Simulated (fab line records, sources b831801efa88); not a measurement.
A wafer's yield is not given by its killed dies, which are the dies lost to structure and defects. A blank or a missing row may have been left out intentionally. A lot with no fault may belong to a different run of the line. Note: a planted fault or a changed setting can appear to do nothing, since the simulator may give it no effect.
Which tool was responsible? | flow gf180mcu | 12 lots (36 wafers sampled), 1 step of a 602-step route

== WHAT EACH GAUGE READ, for each wafer ==
GF_M2_OVL_MEAS_15. Usual: M2_OVL 0 nm, standard deviation 5.3.
lot  | measured     | on         | M2_OVL (nm) | flag
L517 | day 19 03:40 | overlay-01 | -8 -4 -3    |
L519 | day 20 03:03 | overlay-02 | 8 9 7       |
L520 | day 20 12:08 | overlay-02 | -8 -2 4     |
L521 | day 21 03:06 | overlay-02 | 1 -2 0      |
L523 | day 21 17:44 | overlay-02 | -2 2 -1     |
L524 | day 22 03:23 | overlay-02 | 7 -3 -4     |
L526 | day 22 19:52 | overlay-02 | 9 1 -2      |
L527 | day 23 08:37 | overlay-02 | -2 0 -7     |
L529 | day 23 21:23 | overlay-01 | -7 -7 -11   |
L538 | day 26 20:22 | overlay-02 | -4 -4 2     |
L539 | day 27 00:12 | overlay-02 | 7 -1 3      |
L540 | day 27 11:51 | overlay-01 | 1 11 6      |

== WHAT TOOL EACH LOT RAN ON (gives the tool, then ch and the chambers of the sampled wafers, and finally the start) ==
The record holds no process step before these readings.

== AS READ BY THE TOOLS THEMSELVES (means over the sampled wafers that have a number; for cases with no such wafer, the mark the record gives instead) ==
The record holds no such reading with a usual standard deviation.

== THE ANSWER, worked out from the rows above alone ==
Rule: a lot counts as off when the mean over its wafers that have a number is more than 3 standard deviations away from the usual mean. A lot without any number at a reading at which 4 lots or more have one is off too. Any other lot the step has rows for is counted as sound. After the gauges, taken in route order, come the tools' own readings; for these a lot's mean is taken, as printed above. At the first step where some lot is off, the reading lying furthest off is the one used; lots without a number count as furthest.
No lot is off on any of the readings shown, so nothing can be concluded from this.

== WHAT THE SIMULATOR PUT IN ==
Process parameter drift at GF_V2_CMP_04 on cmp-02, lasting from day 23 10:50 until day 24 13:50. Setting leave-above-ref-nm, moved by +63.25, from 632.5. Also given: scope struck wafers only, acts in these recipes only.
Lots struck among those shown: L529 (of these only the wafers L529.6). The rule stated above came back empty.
